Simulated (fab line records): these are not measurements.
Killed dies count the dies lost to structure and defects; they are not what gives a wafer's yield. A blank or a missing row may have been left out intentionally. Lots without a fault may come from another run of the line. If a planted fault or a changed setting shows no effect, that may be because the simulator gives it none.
Which tool was responsible?	flow gf180mcu	15 lots, 45 wafers sampled, at 5 steps of a route of 602

== WHAT EACH GAUGE READ, for each wafer ==
GF_HV_LDD_THK_MEAS_55.
lot	measured	on	HV_LDD_CVD_54_THK (nm)
L264	day 12 14:51	film metro-04	10.40 10.30 10.42
L266	day 13 13:28	film metro-04	10.10 10.08 9.99
L267	day 13 19:34	film metro-04	10.33 10.35 10.24
L268	day 14 04:41	film metro-03	10.01 9.87 9.83
L272	day 15 08:25	film metro-02	10.13 10.01 10.02
L275	day 16 10:22	film metro-04	10.04 10.08 10.11
L276	day 16 23:56	film metro-02	10.06 9.97 9.94
L277	day 17 16:14	film metro-04	9.71 9.80 9.85
L278	day 17 19:52	film metro-02	10.29 10.22 10.39
L279	day 18 00:39	film metro-03	10.32 10.28 10.28
L280	day 18 09:36	film metro-02	10.42 10.41 10.31
L281	day 18 20:10	film metro-04	10.12 10.05 10.09
L283	day 19 06:44	film metro-02	9.81 9.67 9.71
L284	day 19 14:44	film metro-04	10.19 10.16 10.22
L286	day 20 04:42	film metro-02	9.88 10.01 9.95

GF_PSD_OVL_MEAS_08.
lot	measured	on	PSD_OVL (nm)
L264	day 14 08:47	overlay-01	0.4 0.9 0.1
L266	day 15 08:50	overlay-01	1.2 0.9 -1.2
L267	day 15 16:15	overlay-01	-1.4 -0.8 -1.7
L268	day 16 01:35	overlay-01	0.3 -0.1 0.6
L272	day 17 06:41	overlay-01	1.3 0.8 1.7
L275	day 18 11:05	overlay-02	-0.5 -1.0 -1.8
L276	day 18 23:34	overlay-01	0.5 -0.1 -5.0
L277	day 19 18:08	overlay-02	-1.0 -1.4 -1.1
L278	day 19 22:11	overlay-01	-1.2 -0.2 1.3
L279	day 20 02:53	overlay-01	2.0 3.0 2.9
L280	day 20 12:19	overlay-01	0.2 0.6 -0.2
L281	day 20 22:58	overlay-02	-0.5 1.3 0.5
L283	day 21 09:23	overlay-02	-1.0 -1.1 1.7
L284	day 21 16:06	overlay-01	1.3 3.0 0.5
L286	day 22 06:51	overlay-02	-1.2 -0.8 -1.4

GF_SAB_OVL_MEAS_10.
lot	measured	on	SAB_OVL (nm)
L264	day 15 06:21	overlay-02	-0.7 -1.5 -2.7
L266	day 16 07:26	overlay-01	-1.3 -3.0 -2.5
L267	day 16 14:51	overlay-01	-1.0 -3.6 -1.8
L268	day 17 00:39	overlay-01	-0.7 -0.9 -0.4
L272	day 18 06:56	overlay-02	-5.2 -2.0 -3.7
L275	day 19 12:06	overlay-02	-2.0 -0.6 -1.6
L276	day 20 00:27	overlay-02	-2.6 -2.0 -1.7
L277	day 20 18:56	overlay-01	-2.6 0.5 -0.9
L278	day 20 23:11	overlay-02	52.8 53.3 51.1 54.5 54.0 52.4
L279	day 21 03:24	overlay-01	-1.2 -2.5 0.7
L280	day 21 12:30	overlay-01	52.8 54.0 54.1 53.8 55.2 54.9
L281	day 21 23:24	overlay-02	53.5 55.6 55.1 54.1 56.9 55.5
L283	day 22 09:53	overlay-01	51.0 54.5 53.0 52.9 55.7 53.5
L284	day 22 16:23	overlay-02	-2.9 1.2 -3.1
L286	day 23 06:26	overlay-02	-1.6 -0.6 -2.4

== TOOL THAT RAN EACH LOT (tool first, then ch and the chambers of the sampled wafers, then the start) ==
lot	GF_HV_LDD_ETCHBACK_58	GF_SAB_EXPOSE_06
L264	rie diel-03 ch 0,1,3, day 12 16:24	iline stepper-02 ch 0, day 14 19:11
L266	rie diel-03 ch 1,2, day 13 15:00	iline stepper-01 ch 0, day 15 20:31
L267	rie diel-02 ch 0,2, day 13 21:06	iline stepper-02 ch 0, day 16 03:49
L268	rie diel-02 ch 2,3, day 14 06:14	iline stepper-02 ch 0, day 16 13:01
L272	rie diel-04 ch 1,2,3, day 15 09:58	iline stepper-02 ch 0, day 17 19:08
L275	rie diel-02 ch 1,3, day 16 12:38	iline stepper-01 ch 0, day 19 00:10
L276	rie diel-02 ch 0,1,2, day 17 01:28	iline stepper-01 ch 0, day 19 12:28
L277	rie diel-03 ch 0,2, day 17 17:47	iline stepper-02 ch 0, day 20 06:54
L278	rie diel-04 ch 0,2, day 17 21:25	iline stepper-01 ch 0, day 20 11:22
L279	rie diel-04 ch 0,2,3, day 18 02:11	iline stepper-02 ch 0, day 20 15:58
L280	rie diel-04 ch 0,2, day 18 11:08	iline stepper-01 ch 0, day 21 00:28
L281	rie diel-04 ch 0,1,2, day 18 21:43	iline stepper-01 ch 0, day 21 11:30
L283	rie diel-03 ch 0,2,3, day 19 09:00	iline stepper-01 ch 0, day 21 22:19
L284	rie diel-02 ch 0,1,2, day 19 16:17	iline stepper-02 ch 0, day 22 04:45
L286	rie diel-02 ch 1,2, day 20 06:15	iline stepper-02 ch 0, day 22 19:17
- GF_HV_LDD_ETCHBACK_58: etches Si3N4 in CH3F/O2, stops on SiO2, time 100 s, target depth 90 nm.
- GF_SAB_EXPOSE_06: exposes mask SAB, target cd 420 nm.

== WHAT THE TOOLS THEMSELVES READ (means of the sampled wafers that have a number; where no wafer has one, the mark that the record gives instead) ==
GF_HV_LDD_ETCHBACK_58.
lot	tool	drypump motor current A (A)	oes product au (a.u.)	throttle valve pct (%)
L264	rie diel-03	5.6	0.848	10.565
L266	rie diel-03	6.0	0.851	10.559
L267	rie diel-02	5.2	0.843	10.565
L268	rie diel-02	5.2	0.837	10.561
L272	rie diel-04	5.4	0.842	10.568
L275	rie diel-02	5.7	0.854	10.565
L276	rie diel-02	5.4	0.854	10.558
L277	rie diel-03	5.4	0.839	10.558
L278	rie diel-04	5.7	0.850	10.568
L279	rie diel-04	5.9	0.844	10.560
L280	rie diel-04	5.8	0.842	10.563
L281	rie diel-04	5.7	0.848	10.559
L283	rie diel-03	5.7	0.842	10.559
L284	rie diel-02	5.3	0.841	10.563
L286	rie diel-02	5.5	0.844	10.568

== THE ANSWER, worked out from the rows above alone ==
Rule: what is usual is taken from the lots themselves. Put in order of their means at a reading, lots are off if they are a third of the lots or fewer, leave a main group of 4 or more, and stand apart from it by a gap of 3 or more times the standard deviation of the main group's means; of several such gaps the widest counts. Not used: any main group whose means are identical at the precision the tables above print for the reading. A lot without any number at a reading at which 4 lots or more have one is off too. Where the step has rows for the other lots, those lots are counted as sound. Order of review: gauges by route order, followed by the tools' own readings, for which a lot's mean as printed above is used. The first step at which some lot is off is used, and at that step the reading that is off furthest; a lot without a number counts as furthest.
Off: at GF_SAB_OVL_MEAS_10 (SAB_OVL), L278, L280, L281, L283. Mean -1.7 nm and standard deviation 0.77 in the main group.
A tool fits if, at a process step before that reading, it ran every lot that is off, and no sound lot after the first of them. Gauges at GF_SAB_OVL_MEAS_10: tried the same way as those tools. One candidate fits, namely iline stepper-01 at GF_SAB_EXPOSE_06. A fault onset in the window from L276 (day 19 12:28, its last sound lot) to L278 (day 20 11:22, its first lot off) fits.

== WHAT THE SIMULATOR HAD INSERTED ==
Scanner matching overlay: iline stepper-01, from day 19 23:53 on, at GF_SAB_EXPOSE_06. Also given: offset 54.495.
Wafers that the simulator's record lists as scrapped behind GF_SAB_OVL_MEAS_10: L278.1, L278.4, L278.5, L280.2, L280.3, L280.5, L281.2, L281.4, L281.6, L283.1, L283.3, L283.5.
Struck lots among those shown: L278, L280, L281, L283. The same result came from the rule above.
